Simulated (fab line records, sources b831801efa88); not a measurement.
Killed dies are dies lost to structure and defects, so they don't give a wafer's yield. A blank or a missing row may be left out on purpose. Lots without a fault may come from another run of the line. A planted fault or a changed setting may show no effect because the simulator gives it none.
One fault seen from 2 desks | flow gf180mcu | each desk has only its own numbers; what lay behind them comes last

THE TOOL OWNER'S DESK: implanter-04
The tool's own readings at GF_NSD_IMPLANT_10: means of the sampled wafers that have a number, for each lot that ran on this tool. A lot is out of limits, marked OUT, if its mean lies more than 4 standard deviations from the usual mean; the brackets give that distance.
Columns: A = beam_on_s at GF_NSD_IMPLANT_10, usual 10.01 s; B = faraday_current_uA at GF_NSD_IMPLANT_10, usual 2785
lot  | first seen here | A     | B
L864 | day 13 18:29    | 10.06 | 2776
L865 | day 14 00:28    | 9.86  | 2829
L866 | day 14 07:04    | 10.02 | 2772
L869 | day 15 05:52    | 10.08 | 2759
L873 | day 16 16:52    | 10.19 | 2733
L874 | day 17 00:41    | 10.13 | 2750
L880 | day 19 03:44    | 9.25  | 3022 (+4.3) OUT
L881 | day 19 10:55    | 9.42  | 2986
L882 | day 20 10:07    | 9.34  | 3002
This desk's finding: out of limits on L880; first on L880, day 19 03:44 (faraday_current_uA at GF_NSD_IMPLANT_10). In limits: L864, L865, L866, L869, L873, L874, L881, L882.

THE METROLOGY DESK
What the gauges read, lot by lot, whatever tool the lot ran on: means of the sampled wafers that have a number. A lot is out of limits, marked OUT, if its mean lies more than 4 standard deviations from the usual mean; the brackets give that distance.
Columns: A = cd_nm at GF_HV_LDD_CD_MEAS_19, usual 399.4 nm; B = NSD_TW at GF_NSD_TW_MEAS_12, usual 4278; C = NSD_RS at GF_PSD_RS_MEAS_14, usual 46.18 ohm/sq; D = SAB_CVD_00_THK at GF_SAB_THK_MEAS_01, usual 49.8 nm
lot  | first seen here | A     | B    | C                | D
L864 | day 11 03:34    | 398.6 | 4320 | 46.15            | 50.0
L865 | day 11 09:10    | 398.3 | 4262 | 46.09            | 50.2
L866 | day 11 15:37    | 399.1 | 4293 | 46.16            | 49.0
L867 | day 11 21:07    | 396.6 | 4285 | 46.25            | 50.1
L868 | day 12 10:37    | 399.6 | 4280 | 46.14            | 49.9
L869 | day 12 12:34    | 399.8 | 4289 | 46.05            | 50.4
L870 | day 12 20:01    | 400.2 | 4294 | 46.20            | 49.4
L872 | day 13 13:18    | 402.0 | 4279 | 46.14            | 48.8
L873 | day 13 18:57    | 398.9 | 4301 | 46.19            | 50.6
L874 | day 14 02:04    | 399.4 | 4272 | 46.23            | 50.6
L880 | day 16 03:05    | 398.6 | 4297 | 46.61 (+4.6) OUT | 49.5
L881 | day 16 08:40    | 401.1 | 4314 | 46.76 (+6.3) OUT | 49.5
L882 | day 17 04:40    | 397.6 | 4306 | 46.58 (+4.3) OUT | 50.2
L885 | day 17 19:49    | 398.6 | 4315 | 46.28            | 49.7
L886 | day 18 01:38    | 401.7 | 4305 | 46.11            | 49.7
This desk's finding: out of limits on L880, L881, L882; first on L880, day 20 04:11 (NSD_RS at GF_PSD_RS_MEAS_14). In limits: L864, L865, L866, L867, L868, L869, L870, L872, L873, L874, L885, L886.

PUT TOGETHER
The tool owner's desk could have raised an alarm at day 19 03:44, on L880.
The metrology desk could have raised an alarm at day 20 04:11, on L880, L881, L882.
The tool owner's desk has L881, L882 on record, within its limits.
Of the lots named, all ran GF_NSD_IMPLANT_10 on implanter-04.

WHAT THE SIMULATOR HAD PUT IN
Process parameter drift: implanter-04, from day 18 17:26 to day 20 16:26, at GF_NSD_IMPLANT_10. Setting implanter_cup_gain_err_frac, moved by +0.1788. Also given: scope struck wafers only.
Lots struck among those shown: L880, L881, L882.
Hours from the fault's start to each desk's first reading out of limits: the tool owner's desk, 10; the metrology desk, 35.
